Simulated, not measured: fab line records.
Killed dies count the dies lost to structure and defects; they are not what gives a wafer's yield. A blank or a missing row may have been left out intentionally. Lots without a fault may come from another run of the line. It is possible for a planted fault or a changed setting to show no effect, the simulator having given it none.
Which of the tools did it? | flow sky130 | route of 708 steps, sampled at 1 step: 12 lots, 36 wafers

== WHAT THE GAUGES SHOWED, per wafer ==
SKY_METAL1_RS_MEAS_05: measures by four-point-probe.
lot  | measured     | on            | METAL1_ALCU_RS (ohm/sq)
L286 | day 31 17:36 | film-metro-04 | 0.1251 0.1253 0.1259
L288 | day 32 15:29 | film-metro-04 | 0.1275 0.1272 0.1264
L290 | day 33 10:41 | film-metro-04 | 0.1278 0.1277 0.1269
L291 | day 33 17:41 | film-metro-02 | 0.1257 0.1264 0.1267
L294 | day 34 11:23 | film-metro-04 | 0.1262 0.1260 0.1265
L293 | day 34 12:32 | film-metro-02 | 0.1260 0.1275 0.1262
L296 | day 35 10:26 | film-metro-04 | 0.1266 0.1263 0.1279
L300 | day 36 13:33 | film-metro-04 | 0.1281 0.1268 0.1267
L301 | day 36 22:58 | film-metro-04 | 0.1271 0.1265 0.1275
L306 | day 38 00:41 | film-metro-02 | 0.1274 0.1266 0.1265
L307 | day 38 19:08 | film-metro-02 | 0.1271 0.1272 0.1275
L308 | day 39 00:34 | film-metro-04 | 0.1268 0.1261 0.1270

== WHAT TOOL EACH LOT RAN ON (gives the tool, then ch and the chambers of the sampled wafers, and finally the start) ==
The record shows no process step preceding these readings.

== AS READ BY THE TOOLS THEMSELVES (means over the sampled wafers that have a number; for cases with no such wafer, the mark the record gives instead) ==
The record holds no such reading with a usual standard deviation.

== THE ANSWER, worked out from the rows above alone ==
Rule: usual is defined by the lots themselves. The widest of any qualifying gaps counts: lots, ordered by their means at a reading, are off when they make up no more than a third of the lots, leave a main group of 4 or more, and stand apart from it by 3 or more times the standard deviation of that group's means. If all means in a main group match to the digits the tables above print for the reading, that group is not used. A lot without any number at a reading at which 4 lots or more have one is off too. Where the step has rows for the other lots, those lots are counted as sound. After the gauges, taken in route order, come the tools' own readings; for these a lot's mean is taken, as printed above. At the first step where some lot is off, the reading lying furthest off is the one used; lots without a number count as furthest.
No lot is off at any reading shown: from this, nothing can be told.

== WHAT THE SIMULATOR PUT IN ==
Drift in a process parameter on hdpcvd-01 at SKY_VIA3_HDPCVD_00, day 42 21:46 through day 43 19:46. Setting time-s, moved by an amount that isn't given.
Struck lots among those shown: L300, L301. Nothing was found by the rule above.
